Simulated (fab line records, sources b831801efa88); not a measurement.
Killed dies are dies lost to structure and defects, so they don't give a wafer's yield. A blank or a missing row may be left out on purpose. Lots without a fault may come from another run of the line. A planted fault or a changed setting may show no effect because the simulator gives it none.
Chamber matching | flow sky130 | SKY_SPACER_ETCHBACK_02 on rie_diel-02: 4 sister chambers
The step etches Si3N4 in CH3F/O2, stops on SiO2, time 46.7 s, target depth 45 nm. 4 wafers are shown with their chamber, then 8 later ones without.

WAFERS WITH THEIR CHAMBER
wafer  | chamber | oes_product_au (a.u.)
L642.6 | 0       | 0.850
L647.5 | 1       | 0.863
L647.6 | 2       | 0.862
L648.1 | 3       | 0.866

WAFERS WITHOUT THEIR CHAMBER
wafer  | oes_product_au (a.u.)
L648.3 | 0.858
L648.4 | 0.855
L652.3 | 0.861
L652.4 | 0.856
L652.6 | 0.862
L655.1 | 0.847
L655.2 | 0.851
L655.6 | 0.856

WHICH CHAMBER EACH WENT THROUGH
wafer  | from the rows above               | in truth
L648.3 | can't be placed: 2 or 1 or 0 or 3 | 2
L648.4 | can't be placed: 0 or 2 or 1 or 3 | 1
L652.3 | can't be placed: 2 or 1 or 3      | 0
L652.4 | can't be placed: 0 or 2 or 1 or 3 | 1
L652.6 | can't be placed: 2 or 1 or 3      | 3
L655.1 | 0                                 | 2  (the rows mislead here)
L655.2 | 0                                 | 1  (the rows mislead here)
L655.6 | can't be placed: 0 or 2 or 1 or 3 | 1
Placed correctly: 0 of 8. Can't be placed from these rows: 6 (the true chamber is among the candidates in 5). Placed wrongly: 2.
How it was worked out, from the rows above alone: a wafer's distance from a chamber is the root of the sum, over the readings, of the square of ((its reading less the chamber's mean) divided by the reading's scatter). The wafer belongs to the nearest chamber; if the next one is less than 2 further off, it can't be placed. A chamber's mean is the mean of its shown wafers. The scatter: with one shown wafer a chamber, the root of the mean of the squares of how far each hidden wafer lies from its nearest shown one.
